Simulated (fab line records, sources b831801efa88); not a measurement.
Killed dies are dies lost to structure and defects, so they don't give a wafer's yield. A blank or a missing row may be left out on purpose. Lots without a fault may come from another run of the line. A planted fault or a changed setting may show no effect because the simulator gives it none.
Chamber matching | flow sfq_line | SFQ_TRILAYER_I4_DEP_PECVD_099 on pecvd-03: 3 sister chambers
The step deposits SiO2 from SiH4/N2O, time 111.11 s, target thk 500 nm. 6 wafers are shown with their chamber, then 7 later ones without.

WAFERS WITH THEIR CHAMBER
wafer  | chamber | throttle_valve_pct (%) | heater_power_w (W)
L670.2 | 1       | 24.4                   | 69
L670.5 | 1       | 24.4                   | 72
L672.4 | 0       | 27.1                   | 75
L672.6 | 2       | 26.8                   | 86
L673.1 | 2       | 26.4                   | 88
L673.3 | 0       | 27.3                   | 71

WAFERS WITHOUT THEIR CHAMBER
wafer  | throttle_valve_pct (%) | heater_power_w (W)
L673.4 | 27.3                   | 76
L676.3 | 26.6                   | 89
L676.5 | 26.1                   | 90
L676.6 | 24.3                   | 77
L681.2 | 24.5                   | 65
L681.5 | 26.5                   | 96
L681.6 | 24.4                   | 68

WHICH CHAMBER EACH WENT THROUGH
wafer  | from the rows above | in truth
L673.4 | 0                   | 0
L676.3 | 2                   | 2
L676.5 | 2                   | 2
L676.6 | 1                   | 1
L681.2 | 1                   | 1
L681.5 | 2                   | 2
L681.6 | 1                   | 1
Placed correctly: 7 of 7. Can't be placed from these rows: 0. Placed wrongly: 0.
How it was worked out, from the rows above alone: a wafer's distance from a chamber is the root of the sum, over the readings, of the square of ((its reading less the chamber's mean) divided by the reading's scatter). The wafer belongs to the nearest chamber; if the next one is less than 2 further off, it can't be placed. A chamber's mean is the mean of its shown wafers. The scatter: the root of (the sum of the squares of (reading less its chamber's mean) over the shown wafers, divided by (wafers less chambers)).
